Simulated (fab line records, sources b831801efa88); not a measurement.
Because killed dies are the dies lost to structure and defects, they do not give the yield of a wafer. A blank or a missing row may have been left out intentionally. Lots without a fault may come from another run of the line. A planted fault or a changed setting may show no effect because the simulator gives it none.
fab line records | flow sky130
[record] lots = 15 wafers = 45 lastDay = 50
route steps=708 shown METAL2@489 VIA2@521
lots untouched by any fault: they come from a run of this same line in which no faults occurred
startH: the number of hours between the record's first day and the start of the first shown wafer of the lot | waitH: hours elapsed since this lot's preceding step | " same as the row above | L1.1+2: a single row standing in for several wafers | - no value, or no start given | * or withheld: withheld | < > ~ a bound
route shown NAME@n: NAME is a module with steps in the file, n the number in the route of the first one | usual: mean/standard deviation of fault-free wafers | same: alike in all rows | chamber/n: place in a boat | sites: readings site by site | _std_site: standard deviation of those values | _edge_site: the outer-site mean with the inner-site mean subtracted | radiusMm: how far each site lies from the wafer's centre | mask NAME#n: copy n | behind: the last tool/chamber to shape the wafer | hold: what put the lot on hold/how long, in hours/how the hold closed | device: transistor that didn't switch, given as n, p or np | end of line: at the end of the route, the tests of the same wafers | a step with no rows: only its recipe | killed: at the first sort, the dies lost to defects and structure; wafer yield is something else | map: a wafer's dies, x killed, . not, _ none there
set.NAME: the setting the step ran with; set.NAME@STEP: the setting that earlier step ran with | model.NAME: the simulator's own value behind a step, which no gauge read
steps of the route over a sample of lots; a table a step, a row a wafer
services: the hour from which a tool's chamber was out of use, counted from the record's first day as startH (under 0 if before that day), plus the number of hours and why
[[steps]]
[step SKY_METAL2_THK_MEAS_06]
[recipe] thkMeasGauge = xrf reads = AlCu_of_METAL2_SPUTTER_02
[usual] METAL2_ALCU_THK = 243/4.1
// columns lot.wafer tool chamber startH waitH METAL2_ALCU_THK[nm]
L337.1 filmMetro-03 - 797.54 0.1 242
L337.4 " - " " 240
L337.6 " - " " 241
L339.1 filmMetro-04 - 812.13 0.1 237
L339.2 " - " " 243
L339.6 " - " " 235
L340.1 filmMetro-01 - 822.65 0.1 244
L340.2 " - " " 241
L340.4 " - " " 241
L341.1 filmMetro-01 - 830.07 0.1 238
L341.5 " - " " 239
L341.6 " - " " 241
L342.2 filmMetro-01 - 833.43 0.1 246
L342.3 " - " " 240
L342.4 " - " " 240
L343.1 filmMetro-03 - 842.34 0.1 243
L343.2 " - " " 241
L343.5 " - " " 239
L344.1 filmMetro-03 - 850.97 0.1 248
L344.3 " - " " 250
L344.4 " - " " 246
L345.3 filmMetro-03 - 863.51 0.1 239
L345.5 " - " " 243
L345.6 " - " " 240
L352.4 filmMetro-01 - 911.43 0.1 242
L352.5 " - " " 240
L352.6 " - " " 244
L354.4 filmMetro-01 - 926.98 0.1 243
L354.5 " - " " 238
L354.6 " - " " 238
L355.1 filmMetro-04 - 932.12 0.1 243
L355.4 " - " " 241
L355.6 " - " " 241
L356.2 filmMetro-01 - 936.73 0.1 246
L356.3 " - " " 242
L356.5 " - " " 241
L358.1 filmMetro-01 - 950.41 0.1 237
L358.2 " - " " 239
L358.5 " - " " 233
L359.3 filmMetro-04 - 956.13 0.1 253
L359.4 " - " " 250
L359.5 " - " " 251
L360.2 filmMetro-01 - 970.52 0.1 240
L360.3 " - " " 243
L360.4 " - " " 240
[step SKY_VIA2_ETCH_14]
[recipe] chemistry = N2/H2 target = BARC ionEnergyEv = 200 sourceW = 500 biasW = 100 pressureMtorr = 30 n2FlowSccm = 100 h2FlowSccm = 200 stopOn = SiO2 timeS = 45.9 targetDepthA = 600
[usual] drypumpMotorCurrentA = 5.7/0.37 h2FlowSccm = 200.0/0.67 oesProductAu = 0.854/0.0045 runLengthS = 74.4/0.45 throttleValvePct = 13.224/0.0096
// columns lot.wafer tool chamber startH waitH drypumpMotorCurrentA h2FlowSccm oesProductAu rfHoursCounterH runLengthS throttleValvePct
L337.1 rieDiel-01 2 852.03 0.0 5.5 199.0 0.856 3 74.1 13.231
L337.4 " 3 " " 5.6 200.5 0.859 17 74.6 13.222
L337.6 " 3 " " 5.5 200.6 0.845 - 75.0 13.221
L339.1 rieDiel-01 0 865.97 0.0 5.6 199.5 0.854 11 73.9 13.215
L339.2 " 2 " " 5.6 200.1 0.850 3 74.1 13.215
L339.6 " 1 " " 5.6 199.6 0.851 - 74.0 13.220
L340.1 rieDiel-02 0 877.18 0.0 6.6 199.8 0.850 6 74.1 13.228
L340.2 " 3 " " 5.7 200.1 0.860 20 74.6 13.233
L340.4 " 0 " " 6.6 199.9 0.854 - 74.2 13.236
L341.1 rieDiel-03 1 883.87 0.0 6.2 199.8 0.851 18 74.3 13.214
L341.5 " 2 " " 5.8 200.4 0.859 - 74.4 13.226
L341.6 " 3 " " 5.3 200.9 0.851 - 74.8 13.223
L342.2 rieDiel-02 2 886.99 0.0 5.7 199.2 0.854 12 75.0 13.222
L342.3 " 3 " " 5.7 200.7 1.012 20 66.0 13.223
L342.4 " 2 " " 5.6 199.0 0.856 - 75.1 13.203
L343.1 rieDiel-02 2 896.13 0.0 5.7 199.4 0.859 12 74.6 13.244
L343.2 " 3 " " 5.7 200.5 0.859 21 74.5 13.241
L343.5 " 1 " " 5.5 200.2 1.000 - 65.1 13.229
L344.1 rieDiel-02 2 903.62 0.0 5.7 200.6 0.860 13 74.6 13.216
L344.3 " 3 " " 5.7 200.7 1.007 21 66.0 13.249
L344.4 " 1 " " 5.5 199.9 0.854 - 73.4 13.224
L345.3 rieDiel-01 3 915.61 0.0 5.5 199.7 0.854 20 74.6 13.220
L345.5 " 3 " " 5.6 199.2 0.857 - 74.5 13.224
L345.6 " 0 " " 5.6 200.7 0.848 - 73.9 13.237
L352.4 rieDiel-03 0 962.39 0.0 5.2 199.9 0.854 5 74.7 13.223
L352.5 " 0 " " 5.2 199.9 0.854 - 74.2 13.241
L352.6 " 3 " " 5.3 199.4 0.849 - 75.1 13.219
L354.4 rieDiel-02 0 977.29 0.0 6.7 199.3 0.848 9 74.3 13.210
L354.5 " 2 " " 5.5 201.4 0.852 - 74.9 13.229
L354.6 " 1 " " 5.5 200.2 0.857 - 73.6 13.227
L355.1 rieDiel-02 3 981.24 0.0 5.8 199.5 0.862 1 74.5 13.218
L355.4 " 1 " " 5.5 201.7 0.843 2 73.4 13.232
L355.6 " 0 " " 6.6 199.6 0.851 - 74.2 13.232
L356.2 rieDiel-02 1 987.02 0.0 5.5 199.5 0.852 2 73.5 13.244
L356.3 " 0 " " 6.6 199.8 0.857 9 74.2 13.225
L356.5 " 2 " " 5.7 200.8 0.850 - 74.6 13.206
L358.1 rieDiel-02 1 1000.84 0.0 5.5 198.5 0.859 3 74.0 13.224
L358.2 " 3 " " 5.7 200.1 0.855 2 75.3 13.223
L358.5 " 2 " " 5.6 199.7 0.853 - 74.9 13.211
L359.3 rieDiel-03 0 1004.94 0.0 5.3 199.9 0.858 6 74.8 13.229
L359.4 " 3 " " 5.3 200.4 0.862 5 74.9 13.228
L359.5 " 0 " " 5.3 199.7 0.860 - 74.3 13.219
L360.2 rieDiel-02 0 1019.79 0.0 6.6 199.9 0.864 10 74.2 13.225
L360.3 " 1 " " 5.5 199.9 0.854 4 73.8 13.233
L360.4 " 3 " " 5.7 198.9 0.854 - 75.3 13.235
[step SKY_VIA2_SPUTTER_20]
[recipe] material = TiN targetThkNm = 20 chamberPressurePa = 5 powerW = 4000 timeS = 80
[usual] throttleValvePct = 29.6/1.1
// columns lot.wafer tool chamber startH waitH throttleValvePct
L337.1 pvdSputter-02 - 852.82 0.0 30.7
L337.4 " - " " 30.0
L337.6 " - " " 29.1
L339.1 pvdSputter-01 - 866.67 0.0 29.5
L339.2 " - " " 29.2
L339.6 " - " " 29.6
L340.1 pvdSputter-03 - 877.88 0.0 29.3
L340.2 " - " " 29.8
L340.4 " - " " 30.0
L341.1 pvdSputter-02 - 884.57 0.0 27.5
L341.5 " - " " 29.2
L341.6 " - " " 30.4
L342.2 pvdSputter-01 - 887.69 0.0 29.7
L342.3 " - " " 31.1
L342.4 " - " " 30.9
L343.1 pvdSputter-02 - 896.83 0.0 29.3
L343.2 " - " " 27.5
L343.5 " - " " 29.9
L344.1 pvdSputter-02 - 904.32 0.0 30.0
L344.3 " - " " 30.3
L344.4 " - " " 29.5
L345.3 pvdSputter-01 - 916.32 0.0 30.9
L345.5 " - " " 31.1
L345.6 " - " " 30.6
L352.4 pvdSputter-02 - 963.09 0.0 29.1
L352.5 " - " " 30.3
L352.6 " - " " 30.0
L354.4 pvdSputter-03 - 978.01 0.0 29.6
L354.5 " - " " 29.3
L354.6 " - " " 31.9
L355.1 pvdSputter-01 - 981.94 0.0 29.0
L355.4 " - " " 31.0
L355.6 " - " " 29.6
L356.2 pvdSputter-01 - 987.72 0.0 30.8
L356.3 " - " " 29.2
L356.5 " - " " 29.0
L358.1 pvdSputter-02 - 1001.58 0.0 27.6
L358.2 " - " " 29.4
L358.5 " - " " 29.5
L359.3 pvdSputter-02 - 1006.16 0.0 30.6
L359.4 " - " " 29.9
L359.5 " - " " 27.5
L360.2 pvdSputter-02 - 1020.49 0.0 29.3
L360.3 " - " " 29.9
L360.4 " - " " 27.6
[step SKY_VIA2_CVD_21]
[recipe] material = W targetThkNm = 420 timeS = 126.4 tempC = 400 pressureTorr = 40
[usual] heaterPowerOuterW = 491/53 heaterPowerW = 819/64
// columns lot.wafer tool chamber startH waitH heaterPowerOuterW heaterPowerW
L337.1 cvdW-02 0 852.88 0.0 437 755
L337.4 " 1 " " 495 783
L337.6 " 0 " " 443 733
L339.1 cvdW-01 0 866.73 0.0 441 836
L339.2 " 1 " " 585 885
L339.6 " 1 " " 567 868
L340.1 cvdW-01 1 877.94 0.0 568 902
L340.2 " 0 " " 445 835
L340.4 " 0 " " 451 808
L341.1 cvdW-01 1 884.63 0.0 560 895
L341.5 " 1 " " 560 878
L341.6 " 0 " " 440 833
L342.2 cvdW-02 1 887.75 0.0 483 779
L342.3 " 1 " " 492 774
L342.4 " 0 " " 442 745
L343.1 cvdW-02 1 896.89 0.0 487 793
L343.2 " 0 " " 435 751
L343.5 " 0 " " 442 723
L344.1 cvdW-01 1 904.38 0.0 550 868
L344.3 " 0 " " 449 832
L344.4 " 1 " " 556 886
L345.3 cvdW-01 1 916.42 0.1 544 866
L345.5 " 0 " " 443 844
L345.6 " 1 " " 560 891
L352.4 cvdW-01 0 963.20 0.1 458 840
L352.5 " 0 " " 458 834
L352.6 " 1 " " 568 899
L354.4 cvdW-01 0 978.09 0.0 462 823
L354.5 " 1 " " 572 908
L354.6 " 0 " " 454 844
L355.1 cvdW-02 0 982.00 0.0 415 695
L355.4 " 1 " " 497 762
L355.6 " 0 " " 433 688
L356.2 cvdW-02 0 987.78 0.0 425 711
L356.3 " 0 " " 418 707
L356.5 " 1 " " 485 753
L358.1 cvdW-01 1 1001.64 0.0 566 916
L358.2 " 0 " " 469 826
L358.5 " 1 " " 553 885
L359.3 cvdW-02 0 1006.26 0.1 422 701
L359.4 " 1 " " 486 758
L359.5 " 1 " " 487 776
L360.2 cvdW-02 1 1020.55 0.0 477 778
L360.3 " 0 " " 433 703
L360.4 " 1 " " 485 774
[[services]]
// columns tool chamber startH hours kind
pvdSputter-01 - 847.65 0.8 repair
cvdW-01 - 857.58 0.6 repair
rieDiel-02 0 868.93 6.9 repair
rieDiel-02 1 875.82 - clean
rieDiel-02 1 875.82 16.6 scheduledDown
rieDiel-02 1 875.82 16.6 ventCycle
rieDiel-02 0 889.45 15.2 repair
rieDiel-03 - 903.10 2.4 repair
cvdW-02 - 904.00 14.0 pm
pvdSputter-01 - 910.02 2.1 repair
rieDiel-02 1 912.12 11.6 repair
rieDiel-02 3 923.77 - clean
rieDiel-02 3 923.77 18.8 scheduledDown
rieDiel-01 - 927.99 0.2 repair
rieDiel-02 1 934.96 5.9 repair
cvdW-01 - 956.31 1.8 repair
rieDiel-03 3 964.97 1.3 repair
rieDiel-01 2 971.58 11.6 repair
rieDiel-03 1 980.45 2.1 repair
rieDiel-02 0 993.64 7.5 repair
rieDiel-01 2 998.97 4.1 repair
pvdSputter-01 - 1006.33 3.4 repair
rieDiel-01 1 1008.29 7.9 repair
rieDiel-02 2 1018.36 2.6 repair
[[key]]
[firstSign] step = SKY_VIA2_ETCH_14 reading = oesProductAu direction = up sigmas = 34 usual = 0.854 struck = 1.007
[effect] step = SKY_VIA2_ETCH_14 reading = runLengthS direction = down sigmas = 19 usual = * struck = *
metAt SKY_VIA2_ETCH_14
struckLots L342,L343,L344
struckWafers L342.3,L343.5,L344.3
sortLeftOut L342.3,L343.5,L344.3
notActingAt SKY_METAL2_THK_MEAS_06,SKY_VIA2_SPUTTER_20,SKY_VIA2_CVD_21
onsetBetween 877.18 886.99
[fault] kind = processParameterDrift tool = rieDiel-02 chamber = - onsetH = 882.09 steps = SKY_VIA2_ETCH_14 channel = timeS offset = * shape = step endH = 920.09 scope = struckWafersOnly actsIn = * stated = *
// sortLeftOut: the simulated sort isn't trusted on such a fault, so these wafers' sort isn't shown, and their yield isn't known
